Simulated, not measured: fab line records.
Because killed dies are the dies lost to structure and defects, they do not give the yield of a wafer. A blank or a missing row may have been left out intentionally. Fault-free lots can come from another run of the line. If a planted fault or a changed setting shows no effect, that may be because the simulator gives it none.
fab line records    flow sky130
record: lots: 11  wafers: 33  lastDay: 50
route steps=708 shown VIA2@521 METAL3@533 CAPM@551 PAD_OPEN@708
lots that met no fault: from a run of the same line without faults
startH: the number of hours between the record's first day and the start of the first shown wafer of the lot    waitH: how many hours have passed since the lot's step before this one    " same as the row above    L1.1+2: a single row standing in for several wafers    - no value, or no start was given    * or withheld: withheld    < > ~ a bound
route shown NAME@n: names a module that has steps shown in the file, with the first one's number in the route    usual: the fault-free wafers' mean and standard deviation    same: alike in all rows    chamber/n: place in a boat    sites: each site's reading    _std_site: standard deviation across them    _edge_site: inner sites' mean taken away from outer sites' mean    radiusMm: how far each site lies from the wafer's centre    mask NAME#n: copy n    behind: the tool/chamber that last shaped the wafer    hold: cause of the lot's hold/its duration in hours/its outcome    device: which transistor (n, p or np) failed to switch    end of line: the route-end tests of the same wafers    for a step that has no rows: nothing shown but its recipe    killed: the dies lost at the first sort to structure and to defects; this is not the yield of the wafer    map: dies across one wafer; x = killed, . = not, _ = none there
set.NAME: the setting as run; set.NAME@STEP: as run at that earlier step    model.NAME: the simulator's own value behind a step, which no gauge read
a sample of lots followed through the steps of the route, with each step as a table and each wafer as a row
services: when a tool's chamber went out of use (startH, in hours from the record's first day, below 0 if earlier), for how many hours, and the reason
== steps ==
step: SKY_VIA2_ETCH_14
recipe: chemistry: N2/H2  target: BARC  ionEnergyEv: 200  sourceW: 500  biasW: 100  pressureMtorr: 30  n2FlowSccm: 100  h2FlowSccm: 200  stopOn: SiO2  timeS: 45.9  targetDepthA: 600
usual: drypumpMotorCurrentA: 5.9/0.37  oesProductAu: 0.855/0.0045  throttleValvePct: 13.224/0.0089
lot.wafer  tool        chamber  startH   waitH  drypumpMotorCurrentA  oesProductAu  rfHoursCounterH  throttleValvePct
L869.1     rieDiel-02  3        853.15   0.0    6.2                   0.860         15               13.221
L869.2     "           1        "        "      6.2                   0.858         16               13.217
L869.4     "           0        "        "      5.6                   0.852         13               13.223
L870.1     rieDiel-02  2        855.79   0.0    5.6                   0.856         12               13.221
L870.3     "           0        "        "      5.6                   0.859         13               13.227
L870.6     "           3        "        "      6.2                   0.860         -                13.218
L871.1     rieDiel-02  3        867.30   0.0    6.2                   0.854         15               13.227
L871.5     "           0        "        "      5.6                   0.858         -                13.223
L871.6     "           3        "        "      6.2                   0.856         -                13.224
L874.1     rieDiel-04  2        888.09   0.0    5.4                   0.856         10               13.228
L874.3     "           0        "        "      6.4                   0.868         21               13.218
L874.4     "           0        "        "      6.4                   0.857         -                13.228
L881.1     rieDiel-01  3        941.99   0.0    5.4                   0.860         11               13.225
L881.2     "           0        "        "      6.5                   0.854         9                13.226
L881.3     "           1        "        "      5.6                   0.852         6                13.234
L882.3     rieDiel-01  3        945.50   0.0    5.5                   0.857         11               13.236
L882.4     "           0        "        "      6.5                   0.847         9                13.226
L882.5     "           1        "        "      5.7                   0.856         -                13.217
L887.2     rieDiel-04  0        987.08   0.0    6.4                   0.858         25               13.224
L887.5     "           3        "        "      5.8                   0.858         -                13.219
L887.6     "           0        "        "      6.5                   0.856         -                13.227
L888.1     rieDiel-01  0        988.39   0.0    6.5                   0.856         10               13.212
L888.4     "           2        "        "      6.3                   0.858         13               13.227
L888.6     "           2        "        "      6.3                   0.856         -                13.242
L889.2     rieDiel-01  0        995.50   0.0    6.5                   0.849         10               13.235
L889.3     "           2        "        "      6.2                   0.852         13               13.211
L889.6     "           1        "        "      5.7                   0.861         -                13.236
L890.2     rieDiel-02  2        1000.08  0.0    5.6                   0.852         16               13.224
L890.3     "           0        "        "      5.6                   0.849         17               13.213
L890.6     "           1        "        "      6.2                   0.854         -                13.225
L891.1     rieDiel-04  1        1010.84  0.0    5.9                   0.853         6                13.216
L891.4     "           2        "        "      5.4                   0.862         14               13.240
L891.6     "           3        "        "      5.8                   0.849         -                13.219
step: SKY_VIA2_THK_MEAS_23
recipe: thkMeasGauge: xrf  reads: W_of_VIA2_CVD_21
usual: VIA2_W_THK: 428/9.8
lot.wafer  tool          chamber  startH   waitH  VIA2_W_THK[nm]
L869.1     filmMetro-04  -        854.20   0.1    433
L869.2     "             -        "        "      420
L869.4     "             -        "        "      436
L870.1     filmMetro-02  -        856.88   0.1    417
L870.3     "             -        "        "      421
L870.6     "             -        "        "      421
L871.1     filmMetro-02  -        868.35   0.1    439
L871.5     "             -        "        "      439
L871.6     "             -        "        "      425
L874.1     filmMetro-01  -        889.14   0.1    426
L874.3     "             -        "        "      421
L874.4     "             -        "        "      434
L881.1     filmMetro-04  -        943.00   0.1    417
L881.2     "             -        "        "      433
L881.3     "             -        "        "      433
L882.3     filmMetro-01  -        946.53   0.1    425
L882.4     "             -        "        "      449
L882.5     "             -        "        "      427
L887.2     filmMetro-04  -        988.14   0.1    441
L887.5     "             -        "        "      444
L887.6     "             -        "        "      422
L888.1     filmMetro-01  -        989.40   0.1    419
L888.4     "             -        "        "      417
L888.6     "             -        "        "      418
L889.2     filmMetro-04  -        996.53   0.1    423
L889.3     "             -        "        "      442
L889.6     "             -        "        "      423
L890.2     filmMetro-02  -        1001.10  0.1    424
L890.3     "             -        "        "      406
L890.6     "             -        "        "      407
L891.1     filmMetro-04  -        1011.85  0.1    432
L891.4     "             -        "        "      433
L891.6     "             -        "        "      419
step: SKY_METAL3_SPUTTER_01
recipe: material: TiN  targetThkNm: 20  powerW: 6500  timeS: 16.7  chamberPressurePa: 0.4
usual: throttleValvePct: 29.9/1.1
lot.wafer  tool           chamber  startH   waitH  throttleValvePct
L869.1     pvdSputter-01  -        854.58   0.0    30.8
L869.2     "              -        "        "      30.4
L869.4     "              -        "        "      30.1
L870.1     pvdSputter-01  -        857.27   0.0    30.1
L870.3     "              -        "        "      30.8
L870.6     "              -        "        "      30.0
L871.1     pvdSputter-01  -        868.73   0.0    29.2
L871.5     "              -        "        "      30.2
L871.6     "              -        "        "      30.7
L874.1     pvdSputter-01  -        889.52   0.0    30.2
L874.3     "              -        "        "      29.2
L874.4     "              -        "        "      30.6
L881.1     pvdSputter-03  -        943.49   0.0    29.2
L881.2     "              -        "        "      31.7
L881.3     "              -        "        "      27.4
L882.3     pvdSputter-02  -        946.89   0.0    28.5
L882.4     "              -        "        "      30.7
L882.5     "              -        "        "      30.5
L887.2     pvdSputter-01  -        988.52   0.0    31.1
L887.5     "              -        "        "      29.9
L887.6     "              -        "        "      30.1
L888.1     pvdSputter-02  -        989.78   0.0    29.4
L888.4     "              -        "        "      29.3
L888.6     "              -        "        "      29.2
L889.2     pvdSputter-01  -        997.17   0.0    30.2
L889.3     "              -        "        "      30.0
L889.6     "              -        "        "      29.2
L890.2     pvdSputter-02  -        1001.47  0.0    28.6
L890.3     "              -        "        "      29.1
L890.6     "              -        "        "      30.6
L891.1     pvdSputter-03  -        1012.27  0.0    29.1
L891.4     "              -        "        "      31.0
L891.6     "              -        "        "      30.9
step: SKY_CAPM_STRIP_14
recipe: chemistry: O2/N2  powerW: 1400  pressureMtorr: 1500  platenTempC: withheld  o2FlowSccm: 3000  n2FlowSccm: 300  overashFraction: 0.5
usual: chamberPressureMTorr: 1499.8/1.5  drypumpMotorCurrentA: 5.54/0.24  oesProductAu: 0.711/0.0049  stripTimeToEndpointS: 12.67/0.04
lot.wafer  tool            chamber  startH   waitH  chamberPressureMTorr  drypumpMotorCurrentA  oesProductAu  rfHoursCounterH  stripTimeToEndpointS
L869.1     plasmaAsher-01  0        880.70   0.1    1498.4                5.92                  0.712         14               12.68
L869.2     "               1        "        "      1498.1                5.34                  0.716         14               12.62
L869.4     "               1        "        "      1501.4                5.34                  0.712         -                12.63
L870.1     plasmaAsher-04  1        883.40   0.1    1500.4                5.53                  0.713         78               12.66
L870.3     "               1        "        "      1501.0                5.53                  0.705         -                12.70
L870.6     "               0        "        "      1499.2                5.57                  0.719         -                12.67
L871.1     plasmaAsher-04  0        894.59   0.1    1498.0                5.54                  0.707         79               12.69
L871.5     "               1        "        "      1499.9                5.50                  0.707         -                12.71
L871.6     "               0        "        "      1498.6                5.55                  0.713         -                12.74
L874.1     plasmaAsher-02  1        913.99   0.1    1502.0                5.00                  0.707         47               12.68
L874.3     "               1        "        "      1500.6                5.03                  0.706         -                12.63
L874.4     "               0        "        "      1500.6                5.13                  0.702         -                12.66
L881.1     plasmaAsher-04  1        967.84   0.1    -                     -                     -             -                -
L881.2     "               0        "        "      -                     -                     -             -                -
L881.3     "               0        "        "      -                     -                     -             -                -
L882.3     plasmaAsher-04  0        971.44   0.1    -                     -                     -             -                -
L882.4     "               1        "        "      -                     -                     -             -                -
L882.5     "               1        "        "      -                     -                     -             -                -
L887.2     plasmaAsher-04  0        1011.75  0.1    1498.4                5.53                  0.707         91               12.64
L887.5     "               0        "        "      1501.1                5.59                  0.719         -                12.61
L887.6     "               1        "        "      1499.5                5.52                  0.711         -                12.70
L888.1     plasmaAsher-01  0        1012.39  0.1    1499.5                5.91                  0.701         28               12.66
L888.4     "               1        "        "      1501.6                5.36                  0.723         -                12.63
L888.6     "               1        "        "      1500.4                5.35                  0.701         -                12.60
L889.2     plasmaAsher-04  0        1020.39  0.1    1501.2                5.54                  0.708         92               12.60
L889.3     "               0        "        "      1501.9                5.54                  0.715         -                12.60
L889.6     "               0        "        "      1498.8                5.55                  0.712         -                12.61
L890.2     plasmaAsher-04  1        1023.85  0.1    1501.0                5.53                  0.710         92               12.65
L890.3     "               0        "        "      1496.9                5.56                  0.705         -                12.64
L890.6     "               1        "        "      1498.9                5.55                  0.718         -                12.64
L891.1     plasmaAsher-04  1        1035.31  0.1    1499.1                5.52                  0.708         93               12.73
L891.4     "               1        "        "      1501.2                5.52                  0.709         -                12.70
L891.6     "               1        "        "      1501.7                5.49                  0.720         -                12.76
step: SKY_PAD_OPEN_PROBE_99
usual: defectLimitedYield: 82.1/2  killed_at_M0_to_M3: 44/7.8  killed_at_M4_up: 3.1/1.7  killedAtContacts: 25/5.1  killedAtFrontEnd: 15/4.4  killedAtOther: 0.5/0.68  killedDies: 88/9.9  killedOnRim: 17/3.9  killedOpen: 48/6.9  killedShort: 39/6.5  sort_bin_3_pad_short: 0.8/0.42  sort_bin_5_function: 10.6/1.5  sort_bin_6_memory: 6.5/1.2  sortNPass: 404/9.9  sortYieldPct: 82.1/2
same: grossDies: 492  killedAtBackSide: 0  sort_bin_4_leakage[%]: 0  sort_bin_8_speed[%]: 0
lot.wafer  tool       chamber  startH   waitH  defectLimitedYield[%]  killed_at_M0_to_M3  killed_at_M4_up  killedAtContacts  killedAtFrontEnd  killedAtOther  killedDies  killedOnRim  killedOpen  killedShort  sort_bin_3_pad_short[%]  sort_bin_5_function[%]  sort_bin_6_memory[%]  sortNPass  sortYieldPct[%]
L869.1     prober-01  -        1081.11  0.1    82.5                   44                  2                31                9                 0              86          17           51          35           0.6                      10.6                    6.3                   406        82.5
L869.2     prober-01  -        1081.16  0.1    80.3                   54                  4                23                15                1              97          19           47          50           0.6                      11.8                    7.3                   395        80.3
L869.4     prober-01  -        1081.26  0.2    80.7                   40                  5                33                16                1              95          18           39          56           1.0                      11.8                    6.5                   397        80.7
L870.1     prober-02  -        1082.41  0.1    83.5                   33                  3                30                13                2              81          16           49          30           1.2                      10.6                    4.7                   411        83.5
L870.3     prober-02  -        1082.51  0.2    81.7                   46                  4                21                18                1              90          17           47          42           1.4                      11.6                    5.3                   402        81.7
L870.6     prober-02  -        1082.66  0.2    81.7                   44                  3                31                11                1              90          19           47          42           0.8                      11.6                    5.9                   402        81.7
L871.1     prober-01  -        1090.08  0.1    83.9                   38                  2                25                13                1              79          10           46          33           0.8                      8.3                     6.9                   413        83.9
L871.5     prober-01  -        1090.28  0.2    79.1                   59                  2                24                18                0              103         15           55          48           1.2                      13.4                    6.3                   389        79.1
L871.6     prober-01  -        1090.33  0.2    82.9                   43                  2                24                15                0              84          14           46          37           1.4                      9.8                     5.9                   408        82.9
L874.1     prober-02  -        1108.97  0.1    77.8                   69                  4                23                12                1              109         23           61          47           1.0                      13.4                    7.7                   383        77.8
L874.3     prober-02  -        1109.07  0.2    78.7                   57                  4                26                16                2              105         26           63          41           1.0                      14.8                    5.5                   387        78.7
L874.4     prober-02  -        1109.12  0.2    83.5                   43                  5                19                13                1              81          19           44          36           0.6                      9.8                     6.1                   411        83.5
L881.1     prober-01  -        1148.92  0.1    0                      12                  0                4                 2                 474            492         96           11          6            21.7                     74.6                    3.7                   0          0
L881.2     prober-01  -        1148.97  0.1    0.4                    11                  1                6                 2                 470            490         95           7           13           25.2                     72.4                    2.0                   2          0.4
L881.3     prober-01  -        1149.02  0.2    0.2                    9                   0                3                 6                 473            491         95           10          8            25.0                     72.4                    2.4                   1          0.2
L882.3     prober-02  -        1151.66  0.2    0                      7                   0                3                 3                 479            492         96           6           7            26.0                     71.1                    2.8                   0          0
L882.4     prober-02  -        1151.71  0.2    0.6                    7                   0                2                 5                 475            489         95           7           7            26.4                     71.3                    1.6                   3          0.6
L882.5     prober-02  -        1151.76  0.2    0.4                    9                   2                5                 2                 472            490         96           9           9            23.6                     73.6                    2.4                   2          0.4
L888.1     prober-01  -        1181.80  0.1    80.5                   46                  1                32                14                3              96          20           54          39           1.4                      9.6                     8.5                   396        80.5
L888.4     prober-01  -        1181.95  0.2    80.9                   49                  2                23                19                1              94          18           49          43           1.4                      11.2                    6.5                   398        80.9
L888.6     prober-01  -        1182.05  0.2    81.1                   46                  4                27                16                0              93          20           55          35           1.8                      11.4                    5.7                   399        81.1
L887.2     prober-02  -        1181.85  0.1    78.0                   60                  3                23                22                0              108         21           52          55           1.6                      13.0                    7.3                   384        78.0
L887.5     prober-02  -        1182.00  0.2    83.3                   40                  2                28                9                 3              82          14           44          36           0.6                      10.0                    6.1                   410        83.3
L887.6     prober-02  -        1182.05  0.2    82.5                   47                  4                22                12                1              86          15           44          41           0.6                      11.2                    5.7                   406        82.5
L889.2     prober-02  -        1189.36  0.1    83.1                   46                  2                20                15                0              83          18           47          36           1.2                      11.4                    4.3                   409        83.1
L889.3     prober-02  -        1189.41  0.2    80.1                   49                  0                33                16                0              98          13           54          44           0                        12.2                    7.7                   394        80.1
L889.6     prober-02  -        1189.56  0.2    80.9                   45                  2                24                23                0              94          12           52          42           0.6                      10.0                    8.5                   398        80.9
L890.2     prober-01  -        1191.75  0.1    83.9                   42                  2                19                16                0              79          12           40          38           0.8                      10.6                    4.7                   413        83.9
L890.3     prober-01  -        1191.80  0.2    82.7                   39                  4                19                23                0              85          21           46          39           0.4                      10.2                    6.7                   407        82.7
L890.6     prober-01  -        1191.95  0.2    84.8                   35                  5                26                9                 0              75          13           40          34           0.2                      9.3                     5.7                   417        84.8
L891.1     prober-02  -        1196.02  0.1    86.0                   36                  2                19                12                0              69          14           39          29           0.2                      8.1                     5.7                   423        86.0
L891.4     prober-02  -        1196.17  0.2    77.4                   51                  7                31                21                1              111         19           56          53           1.0                      14.2                    7.3                   381        77.4
L891.6     prober-02  -        1196.27  0.2    81.7                   42                  1                29                17                1              90          16           51          39           1.8                      9.1                     7.3                   402        81.7
killed by level:class
L869.1 VIA1:geometricParticle:open=16 CONTACT:geometricParticle:open=9 LI_CONTACT:geometricParticle:open=8 CONTACT:geometricParticle:short=7 VIA3:geometricParticle:open=7 VIA1:geometricParticle:short=5 LOCAL_INTERCONNECT:geometricParticle:short=4 VIA2:geometricParticle:open=4
L869.2 METAL1:geometricParticle:short=13 VIA3:geometricParticle:open=10 CONTACT:geometricParticle:open=9 VIA1:geometricParticle:open=9 LI_CONTACT:geometricParticle:open=5 VIA1:geometricParticle:short=5 POLY_GATE:geometricParticle:open=4 LOCAL_INTERCONNECT:geometricParticle:short=4
L869.4 CONTACT:geometricParticle:open=11 CONTACT:geometricParticle:short=9 METAL2:geometricParticle:short=9 FIELD_ISO:geometricParticle:short=7 VIA1:geometricParticle:open=7 LOCAL_INTERCONNECT:geometricParticle:short=5 LI_CONTACT:geometricParticle:open=4 VIA1:geometricParticle:short=4
L870.1 CONTACT:geometricParticle:open=12 LI_CONTACT:geometricParticle:open=11 VIA3:geometricParticle:open=7 VIA1:geometricParticle:short=6 FIELD_ISO:geometricParticle:open=4 POLY_GATE:geometricParticle:open=4 VIA1:geometricParticle:open=4 METAL2:geometricParticle:short=4
L870.3 POLY_GATE:geometricParticle:open=7 CONTACT:geometricParticle:open=7 VIA2:geometricParticle:open=7 VIA3:geometricParticle:open=7 VIA1:geometricParticle:open=6 METAL1:geometricParticle:short=6 LI_CONTACT:geometricParticle:open=6 VIA2:geometricParticle:short=6
L870.6 CONTACT:geometricParticle:open=15 METAL1:geometricParticle:short=7 VIA1:geometricParticle:open=7 VIA1:geometricParticle:short=7 LI_CONTACT:geometricParticle:open=6 VIA3:geometricParticle:short=6 CONTACT:geometricParticle:short=5 VIA3:geometricParticle:open=5
L871.1 VIA1:geometricParticle:open=11 LI_CONTACT:geometricParticle:open=8 FIELD_ISO:geometricParticle:short=7 CONTACT:geometricParticle:open=7 VIA3:geometricParticle:open=6 VIA2:geometricParticle:open=5 METAL1:geometricParticle:short=5 LI_CONTACT:geometricParticle:short=4
L871.5 VIA1:geometricParticle:open=13 VIA3:geometricParticle:open=12 CONTACT:geometricParticle:open=11 METAL2:geometricParticle:short=9 VIA2:geometricParticle:short=7 POLY_GATE:geometricParticle:short=5 LI_CONTACT:geometricParticle:open=5 METAL1:geometricParticle:short=5
L871.6 CONTACT:geometricParticle:open=10 VIA1:geometricParticle:open=10 VIA2:geometricParticle:open=8 LI_CONTACT:geometricParticle:open=7 METAL2:geometricParticle:short=6 VIA3:geometricParticle:short=5 POLY_GATE:geometricParticle:short=4 CONTACT:geometricParticle:short=4
L874.1 VIA1:geometricParticle:open=19 VIA3:geometricParticle:open=10 VIA1:geometricParticle:short=10 LI_CONTACT:geometricParticle:open=8 CONTACT:geometricParticle:open=7 METAL1:geometricParticle:short=6 CONTACT:geometricParticle:short=5 VIA2:geometricParticle:open=5
L874.3 VIA1:geometricParticle:open=20 LI_CONTACT:geometricParticle:open=11 VIA1:geometricParticle:short=11 FIELD_ISO:geometricParticle:open=7 VIA3:geometricParticle:open=7 CONTACT:geometricParticle:open=6 CONTACT:geometricParticle:short=4 VIA2:geometricParticle:short=4
L874.4 CONTACT:geometricParticle:open=10 VIA1:geometricParticle:open=8 VIA3:geometricParticle:open=6 METAL2:geometricParticle:short=5 VIA2:geometricParticle:open=5 VIA3:geometricParticle:short=5 FIELD_ISO:geometricParticle:short=4 VIA1:geometricParticle:short=4
L881.1 CAPM:plasmaStripResidue=474 VIA1:geometricParticle:open=3 CONTACT:geometricParticle:open=2 VIA3:geometricParticle:open=2 VIA2:geometricParticle:open=2 VIA1:geometricParticle:short=2 METAL2:geometricParticle:short=2 POLY_CUT:geometricParticle:open=1
L881.2 CAPM:plasmaStripResidue=470 CONTACT:geometricParticle:open=5 VIA1:geometricParticle:short=5 METAL1:geometricParticle:short=2 VIA1:geometricParticle:open=2 FIELD_ISO:geometricParticle:short=1 POLY_GATE:geometricParticle:short=1 CONTACT:geometricParticle:short=1
L881.3 CAPM:plasmaStripResidue=473 FIELD_ISO:geometricParticle:short=2 FIELD_ISO:geometricParticle:open=2 METAL1:geometricParticle:short=2 VIA1:geometricParticle:open=2 VIA2:geometricParticle:open=2 POLY_GATE:geometricParticle:short=1 POLY_GATE:geometricParticle:open=1
L882.3 CAPM:plasmaStripResidue=479 POLY_GATE:geometricParticle:short=2 METAL1:geometricParticle:short=2 FIELD_ISO:geometricParticle:short=1 CONTACT:geometricParticle:short=1 LI_CONTACT:geometricParticle:open=1 CONTACT:geometricParticle:open=1 METAL1:geometricParticle:open=1
L882.4 CAPM:plasmaStripResidue=475 METAL1:geometricParticle:short=5 POLY_GATE:geometricParticle:open=2 FIELD_ISO:geometricParticle:short=1 FIELD_ISO:geometricParticle:open=1 SPACER:geometricParticle:open=1 LI_CONTACT:geometricParticle:short=1 CONTACT:geometricParticle:open=1
L882.5 CAPM:plasmaStripResidue=472 CONTACT:geometricParticle:open=3 FIELD_ISO:geometricParticle:open=2 LOCAL_INTERCONNECT:geometricParticle:short=2 METAL1:geometricParticle:short=2 VIA3:geometricParticle:open=2 METAL4:geometricParticle:short=2 METAL1:geometricParticle:open=1
L888.1 CONTACT:geometricParticle:open=12 VIA1:geometricParticle:open=11 VIA2:geometricParticle:open=8 VIA3:geometricParticle:open=7 LI_CONTACT:geometricParticle:open=6 METAL1:geometricParticle:short=6 LI_CONTACT:geometricParticle:short=5 CONTACT:geometricParticle:short=5
L887.2 VIA1:geometricParticle:open=16 METAL1:geometricParticle:short=11 VIA1:geometricParticle:short=11 CONTACT:geometricParticle:open=9 POLY_GATE:geometricParticle:open=8 POLY_GATE:geometricParticle:short=8 LI_CONTACT:geometricParticle:open=6 VIA3:geometricParticle:open=5
L888.4 VIA1:geometricParticle:open=17 VIA2:geometricParticle:open=9 METAL2:geometricParticle:short=7 LOCAL_INTERCONNECT:geometricParticle:short=7 CONTACT:geometricParticle:open=6 VIA3:geometricParticle:short=6 LI_CONTACT:geometricParticle:open=5 VIA3:geometricParticle:open=5
L887.5 VIA1:geometricParticle:open=10 LOCAL_INTERCONNECT:geometricParticle:short=7 CONTACT:geometricParticle:open=7 VIA3:geometricParticle:open=7 LI_CONTACT:geometricParticle:open=6 METAL2:geometricParticle:short=5 METAL1:geometricParticle:short=4 FIELD_ISO:geometricParticle:open=3
L887.6 CONTACT:geometricParticle:open=10 VIA3:geometricParticle:open=8 VIA1:geometricParticle:open=7 METAL1:geometricParticle:short=6 METAL2:geometricParticle:short=6 LI_CONTACT:geometricParticle:open=5 VIA3:geometricParticle:short=5 VIA2:geometricParticle:open=4
L888.6 VIA3:geometricParticle:open=12 CONTACT:geometricParticle:open=9 VIA1:geometricParticle:open=8 VIA2:geometricParticle:open=7 POLY_GATE:geometricParticle:open=5 LI_CONTACT:geometricParticle:open=5 CONTACT:geometricParticle:short=5 VIA3:geometricParticle:short=5
L889.2 VIA1:geometricParticle:open=14 VIA3:geometricParticle:open=9 VIA1:geometricParticle:short=8 LI_CONTACT:geometricParticle:open=6 POLY_GATE:geometricParticle:open=5 METAL2:geometricParticle:short=5 FIELD_ISO:geometricParticle:short=4 CONTACT:geometricParticle:open=4
L889.3 VIA1:geometricParticle:open=15 CONTACT:geometricParticle:open=11 LI_CONTACT:geometricParticle:open=9 VIA1:geometricParticle:short=8 METAL1:geometricParticle:short=8 CONTACT:geometricParticle:short=7 FIELD_ISO:geometricParticle:open=6 VIA2:geometricParticle:open=6
L889.6 VIA1:geometricParticle:open=16 CONTACT:geometricParticle:open=12 FIELD_ISO:geometricParticle:short=8 VIA1:geometricParticle:short=7 VIA3:geometricParticle:open=7 CONTACT:geometricParticle:short=6 FIELD_ISO:geometricParticle:open=5 METAL1:geometricParticle:short=5
L890.2 VIA1:geometricParticle:open=12 VIA3:geometricParticle:open=8 METAL1:geometricParticle:short=6 LOCAL_INTERCONNECT:geometricParticle:short=6 POLY_GATE:geometricParticle:short=5 LI_CONTACT:geometricParticle:open=5 CONTACT:geometricParticle:open=5 FIELD_ISO:geometricParticle:short=4
L890.3 CONTACT:geometricParticle:open=12 FIELD_ISO:geometricParticle:open=9 POLY_GATE:geometricParticle:short=6 METAL2:geometricParticle:short=6 METAL1:geometricParticle:short=6 VIA1:geometricParticle:open=6 FIELD_ISO:geometricParticle:short=5 LI_CONTACT:geometricParticle:open=4
L890.6 VIA1:geometricParticle:open=9 LI_CONTACT:geometricParticle:open=7 CONTACT:geometricParticle:open=7 LI_CONTACT:geometricParticle:short=6 VIA2:geometricParticle:open=6 CONTACT:geometricParticle:short=4 METAL3:geometricParticle:short=4 METAL4:geometricParticle:short=3
L891.1 LI_CONTACT:geometricParticle:open=8 METAL2:geometricParticle:short=7 VIA2:geometricParticle:open=6 VIA1:geometricParticle:open=6 VIA3:geometricParticle:open=6 FIELD_ISO:geometricParticle:open=5 CONTACT:geometricParticle:short=4 VIA1:geometricParticle:short=4
L891.4 CONTACT:geometricParticle:open=15 METAL1:geometricParticle:short=10 VIA2:geometricParticle:open=9 FIELD_ISO:geometricParticle:short=7 VIA1:geometricParticle:open=7 VIA3:geometricParticle:open=6 LI_CONTACT:geometricParticle:open=5 POLY_GATE:geometricParticle:open=5
L891.6 LI_CONTACT:geometricParticle:open=12 VIA1:geometricParticle:open=11 VIA2:geometricParticle:open=10 FIELD_ISO:geometricParticle:open=7 CONTACT:geometricParticle:short=7 FIELD_ISO:geometricParticle:short=5 LI_CONTACT:geometricParticle:short=5 METAL2:geometricParticle:short=5
== services ==
tool            chamber  startH   hours  kind
pvdSputter-01   -        829.66   9.3    repair
rieDiel-01      -        829.99   0.7    repair
pvdSputter-01   -        832.32   0.5    repair
pvdSputter-01   -        844.80   1.7    repair
rieDiel-02      1        862.07   7.3    repair
rieDiel-04      3        876.78   16.6   repair
rieDiel-02      0        902.39   2.3    repair
pvdSputter-01   -        906.17   2.1    repair
rieDiel-04      -        921.14   2.8    pm
rieDiel-02      3        934.95   1.3    repair
pvdSputter-02   -        937.43   0.5    repair
plasmaAsher-02  -        940.98   28.1   pm
pvdSputter-01   -        943.68   4.6    repair
rieDiel-04      3        973.90   9.4    repair
plasmaAsher-02  -        975.63   8.1    repair
rieDiel-04      2        976.58   4.3    repair
plasmaAsher-01  -        977.68   5.4    repair
rieDiel-01      2        980.02   3.1    repair
rieDiel-04      -        981.74   0.4    repair
pvdSputter-03   -        986.14   23.3   repair
plasmaAsher-04  -        990.86   10.1   repair
rieDiel-02      1        1001.89  4.4    repair
rieDiel-01      -        1009.36  0.3    repair
rieDiel-01      2        1031.87  7.1    repair
== key ==
firstSign: step: SKY_CAPM_STRIP_14  reading: toolRecord  direction: missing
effect: step: SKY_PAD_OPEN_PROBE_99  reading: killedAtOther  direction: up  sigmas: 99+  usual: 0.5  struck: 473.8
metAt SKY_CAPM_STRIP_14
struckLots L881,L882
laterRowsLeftOut L881.1,L881.2,L881.3,L882.3,L882.4,L882.5
notActingAt SKY_VIA2_ETCH_14,SKY_VIA2_THK_MEAS_23,SKY_METAL3_SPUTTER_01
onsetBetween 894.59 967.84
fault: kind: skippedStepWhole  tool: plasmaAsher-04  chamber: -  onsetH: 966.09  steps: SKY_CAPM_STRIP_14  scope: struckLotsOnly
laterRowsLeftOut: the simulator's readings of these wafers behind a module that went badly wrong aren't trusted and aren't shown, but for the sort
